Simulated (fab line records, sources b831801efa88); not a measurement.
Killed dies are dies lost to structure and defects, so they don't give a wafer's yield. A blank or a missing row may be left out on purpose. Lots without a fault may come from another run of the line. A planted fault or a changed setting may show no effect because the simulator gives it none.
Which tool did it? | flow sky130 | 11 lots, 33 wafers sampled, at 2 steps of a route of 708

WHAT THE GAUGES READ, wafer by wafer
SKY_LI_CONTACT_OVL_MEAS_13. Usual: LI_CONTACT_OVL -1 nm, standard deviation 4.9.
lot  | measured     | on         | LI_CONTACT_OVL (nm) | flag
L413 | day 28 21:47 | overlay-01 | 4 0 2               |
L415 | day 29 18:30 | overlay-01 | 4 7 1               |
L418 | day 31 08:26 | overlay-02 | -4 3 -2             |
L420 | day 31 22:00 | overlay-02 | 0 3 -2              |
L422 | day 32 10:21 | overlay-02 | -6 -5 1             |
L425 | day 33 01:41 | overlay-02 | 0 2 -5              |
L426 | day 34 04:29 | overlay-02 | 5 -5 -7             |
L429 | day 34 19:01 | overlay-02 | 1 -1 -3             |
L431 | day 35 03:03 | overlay-01 | -6 -1 -6            |
L434 | day 35 20:42 | overlay-02 | 5 10 7              |
L436 | day 36 17:11 | overlay-01 | 4 7 -2              |

WHICH TOOL RAN EACH LOT (tool, then ch and the chambers of the sampled wafers, then the start)
lot  | SKY_LI_CONTACT_CMP_02
L413 | cmp-01 ch 0,1,3, day 27 17:09
L415 | cmp-01 ch 1,2,3, day 28 13:14
L418 | cmp-02 ch 0,1,2, day 30 04:32
L420 | cmp-02 ch 1,2,3, day 30 18:39
L422 | cmp-02 ch 0,1,3, day 31 06:18
L425 | cmp-02 ch 1,2,3, day 31 22:11
L426 | cmp-01 ch 0,3, day 33 01:41
L429 | cmp-01 ch 1,2, day 33 16:12
L431 | cmp-02 ch 0,1,2, day 33 23:39
L434 | cmp-01 ch 0,1,2, day 34 18:18
L436 | cmp-02 ch 0,1,2, day 35 14:33
- SKY_LI_CONTACT_CMP_02: polishes PSG.

WHAT THE TOOLS THEMSELVES READ (means of the sampled wafers that have a number; where no wafer has one, the mark that the record gives instead)
SKY_LI_CONTACT_CMP_02. Usual: edge_zone_pressure_frac 1.000, standard deviation 0.0048; motor_current_A 12.5 A, standard deviation 1.5; time_to_endpoint_s 33.3 s, standard deviation 2.5.
lot  | tool   | edge_zone_pressure_frac | motor_current_A (A) | time_to_endpoint_s (s) | flag
L413 | cmp-01 | 0.996                   | 12.5                | 31.0                   |
L415 | cmp-01 | 1.006                   | 12.4                | 30.2                   |
L418 | cmp-02 | 0.998                   | 12.4                | 34.3                   |
L420 | cmp-02 | 1.005                   | 11.5                | 33.9                   |
L422 | cmp-02 | 1.004                   | 12.3                | 34.2                   |
L425 | cmp-02 | 1.005                   | 11.5                | 35.4                   |
L426 | cmp-01 | 0.998                   | 13.0                | 33.3                   |
L429 | cmp-01 | 1.002                   | 12.4                | 34.2                   |
L431 | cmp-02 | 1.000                   | 12.5                | 33.3                   |
L434 | cmp-01 | 0.999                   | 12.4                | 35.6                   |
L436 | cmp-02 | 1.001                   | 12.6                | 33.2                   |

THE ANSWER, worked out from the rows above alone
Rule: a lot is off if the mean of its wafers that have a number lies more than 3 standard deviations from the usual mean. A lot without any number at a reading at which 4 lots or more have one is off too. The other lots that the step has rows for count as sound. The gauges are gone through in route order, then the tools' own readings, and for those a lot's mean is taken as printed above. The first step at which some lot is off is used, and at that step the reading that is off furthest; a lot without a number counts as furthest.
No lot is off at any reading shown: from this, nothing can be told.

WHAT THE SIMULATOR HAD PUT IN
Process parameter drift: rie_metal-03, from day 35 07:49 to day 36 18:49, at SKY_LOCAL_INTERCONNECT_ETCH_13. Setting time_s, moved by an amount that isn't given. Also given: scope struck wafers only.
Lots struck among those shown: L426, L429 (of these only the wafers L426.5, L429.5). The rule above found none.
